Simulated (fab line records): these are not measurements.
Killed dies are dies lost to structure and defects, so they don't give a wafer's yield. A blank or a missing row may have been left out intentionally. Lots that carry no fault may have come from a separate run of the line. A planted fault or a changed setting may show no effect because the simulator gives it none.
A lot that was struck, set against a sound lot ; flow sky130 ; 44 out of 708 route steps
Sound: wafers L124.2, L124.4, L124.5. Wafers struck: L135.2, L135.3, L135.5. Last of all comes the cause.
Order at every step that has rows: each side's tool, ch and its chambers, its first start. Under that, the readings that differ: sound wafers ; struck wafers ; difference of the means ; sigmas: that difference in standard deviations of wafers without a fault.
alike: same words and numbers on both sides, and readings whose means sit less than 2 such deviations apart. not compared: any withheld reading, any reading some wafer has no value for, any bound like >300 that may hide the same value, and any number with overlapping values for which the record gives no deviation.
Wherever a step has rows on one side only, a row that says differs or no value, or a row with sigmas, the two part there. Non-overlapping numbers with no deviation appear without sigmas and do not part them. Lack of a reading on every wafer of one side parts them only where that side has two or more wafers.

first, 5 steps without rows for these wafers: SKY_VIA2_STRIP_17 (strips in post etch residue remover, time 1200 s); SKY_VIA2_CLEAN_18 (cleans in IPA, time 180 s); SKY_VIA2_CLEAN_19 (cleans in O3/DIW); SKY_VIA2_SPUTTER_20 (material TiN, target thk 20 nm, time 80 s); SKY_VIA2_CVD_21 (deposits W, target thk 420 nm, time 126.4 s).
SKY_VIA2_RS_MEAS_22: measurement is done with a four-point probe.
  sound on film-metro-03 at day 38 02:52; struck on film-metro-03 at day 41 13:22
  alike: VIA2_W_RS
SKY_VIA2_THK_MEAS_23: measures by xrf.
  sound on film-metro-03 at day 38 02:58; struck on film-metro-03 at day 41 13:29
  alike: VIA2_W_THK
then, 1 step without rows for these wafers: SKY_VIA2_CMP_24 (polishes, stops on SiO2, t overpolish 20 s, target thk 0 nm).
SKY_METAL3_SPUTTER_00: material Ti, target thk 15 nm, time 10 s.
  sound on pvd-sputter-03 at day 38 03:19; struck on pvd-sputter-02 at day 41 13:50
  alike: cathode-dc-power-W, throttle-valve-pct
then, 2 steps without rows for these wafers: SKY_METAL3_SPUTTER_01 (material TiN, target thk 20 nm, time 16.7 s); SKY_METAL3_SPUTTER_02 (material AlCu, target thk 735 nm, time 39.1 s).
SKY_METAL3_SPUTTER_03: material Ti, target thk 5 nm, time 3.3 s.
  sound on pvd-sputter-03 at day 38 03:25; struck on pvd-sputter-02 at day 41 13:55
  alike: cathode-dc-power-W, throttle-valve-pct
SKY_METAL3_SPUTTER_04: material TiN, target thk 70 nm, time 58.3 s.
  sound on pvd-sputter-03 at day 38 03:26; struck on pvd-sputter-02 at day 41 13:56
reading;sound;struck;difference;sigmas
model.TiN_of_METAL3_SPUTTER_04.thk-nm (nm);72.73 71.47 71.67;135.1 133.9 135.4;+62.8;
  alike: cathode-dc-power-W, throttle-valve-pct
SKY_CAPM_CVD_00: deposits SiO2, target thk 15.5 nm.
  sound on pecvd-03 ch 0,1, day 38 03:29; struck on pecvd-03 ch 0,2, day 41 13:59
  alike: heater-power-w
SKY_CAPM_THK_MEAS_01:
  sound on film-metro-03 at day 38 03:31; struck on film-metro-03 at day 41 14:01
  alike: CAPM_CVD_00_THK
SKY_CAPM_SPUTTER_02: material TiN, target thk 200 nm, time 166.7 s.
  sound on pvd-sputter-02 at day 38 03:34; struck on pvd-sputter-04 at day 41 14:04
  alike: cathode-dc-power-W, throttle-valve-pct
SKY_CAPM_RS_MEAS_03: measurement is done with a four-point probe.
  sound on film-metro-03 at day 38 03:42; struck on film-metro-03 at day 41 14:12
  alike: CAPM_TIN_RS
SKY_CAPM_THK_MEAS_04: measures by xrf.
  sound on film-metro-03 at day 38 03:49; struck on film-metro-03 at day 41 14:19
  alike: CAPM_TIN_THK
then, 7 steps without rows for these wafers: SKY_CAPM_DEHYDRATE_05 (time 60 s); SKY_CAPM_HMDS_06 (prime time 60 s); SKY_CAPM_COAT_07 (resist thk 1140 nm); SKY_CAPM_SOFTBAKE_08 (time 60 s); SKY_CAPM_EXPOSE_09 (exposes mask CAPM, target cd 1000 nm); SKY_CAPM_PEB_10; SKY_CAPM_DEVELOP_11 (develop time 60 s).
SKY_CAPM_OVL_MEAS_12:
  sound on overlay-02 at day 39 04:47; struck on overlay-02 at day 42 13:59
  alike: CAPM_OVL
SKY_CAPM_METAL_ETCH_13: etches TiN in Cl2/BCl3, stops on SiO2, target depth 220 nm, time 62.9 s.
  sound on rie-metal-04 ch 0, day 39 04:49; struck on rie-metal-02 ch 0,1, day 42 14:01
  alike: drypump-motor-current-A, oes-product-au, throttle-valve-pct
  not compared: rf-hours-counter-h
then, 12 steps without rows for these wafers: SKY_CAPM_STRIP_14 (strips in O2/N2); SKY_CAPM_STRIP_15 (strips in post etch residue remover, time 1200 s); SKY_CAPM_CLEAN_16 (cleans in IPA, time 180 s); SKY_CAPM_CLEAN_17 (cleans in O3/DIW); SKY_METAL3_DEHYDRATE_05 (time 60 s); SKY_METAL3_HMDS_06 (prime time 60 s); SKY_METAL3_COAT_07 (resist thk 60 nm); SKY_METAL3_COAT_08 (resist thk 1140 nm); SKY_METAL3_SOFTBAKE_09 (time 90 s); SKY_METAL3_EXPOSE_10 (exposes mask MM3, target cd 300 nm); SKY_METAL3_PEB_11; SKY_METAL3_DEVELOP_12 (develop time 60 s).
SKY_METAL3_CD_MEAS_13: the cd target is 300 nm.
  sound on cd-sem-02 at day 40 05:44; struck on cd-sem-02 at day 43 13:43
  alike: cd-nm
SKY_METAL3_OVL_MEAS_14:
  sound on overlay-01 at day 40 05:51; struck on overlay-01 at day 43 13:49
  alike: METAL3_OVL
then, 1 step without rows for these wafers: SKY_METAL3_DESCUM_15 (chemistry O2, time 8 s).
SKY_METAL3_METAL_ETCH_18: etches the open film in Cl2/BCl3, stops on SiO2, target depth 845 nm, time 183.1 s.
  sound on rie-metal-03 ch 0, day 40 06:10; struck on rie-metal-04 ch 0,1, day 43 14:08
reading;sound;struck;difference;sigmas
oes-product-au (a.u.);0.853 0.860 0.852;0.896 0.900 0.901;+0.044;+7
  alike: drypump-motor-current-A, throttle-valve-pct
  not compared: rf-hours-counter-h
-- the record jumps here: 6 days lie between the struck wafers' starts before and after (it left off in module METAL3 and takes up again in module PAD_OPEN, whose first step shown is number 708 of the route) --
SKY_PAD_OPEN_PROBE_99:
  sound on prober-01 at day 47 04:42; struck on prober-02 at day 49 21:14
reading;sound;struck;difference;sigmas
defect-limited-yield (%);80.1 80.7 81.1;83.3 86.2 84.1;+3.9;+2
killed-dies;98 95 93;82 68 78;-19;-2
sort-n-pass;394 397 399;410 424 414;+19;+2
sort-yield-pct (%);80.1 80.7 81.1;83.3 86.2 84.1;+3.9;+2
model.etest.via3-chain.rc-ohm;9.893 9.597 9.585;11.59 11.25 11.63;+1.80;
  alike: killed_at_M0_to_M3, killed_at_M4_up, killed-at-contacts, killed-at-front-end, killed-at-other, killed-open, killed-short, sort_bin_3_pad_short, sort_bin_5_function, sort_bin_6_memory

## WHERE THEY PART
Earliest at SKY_METAL3_METAL_ETCH_18; latest, in this record, at SKY_PAD_OPEN_PROBE_99.

WHY: what the simulator had put in
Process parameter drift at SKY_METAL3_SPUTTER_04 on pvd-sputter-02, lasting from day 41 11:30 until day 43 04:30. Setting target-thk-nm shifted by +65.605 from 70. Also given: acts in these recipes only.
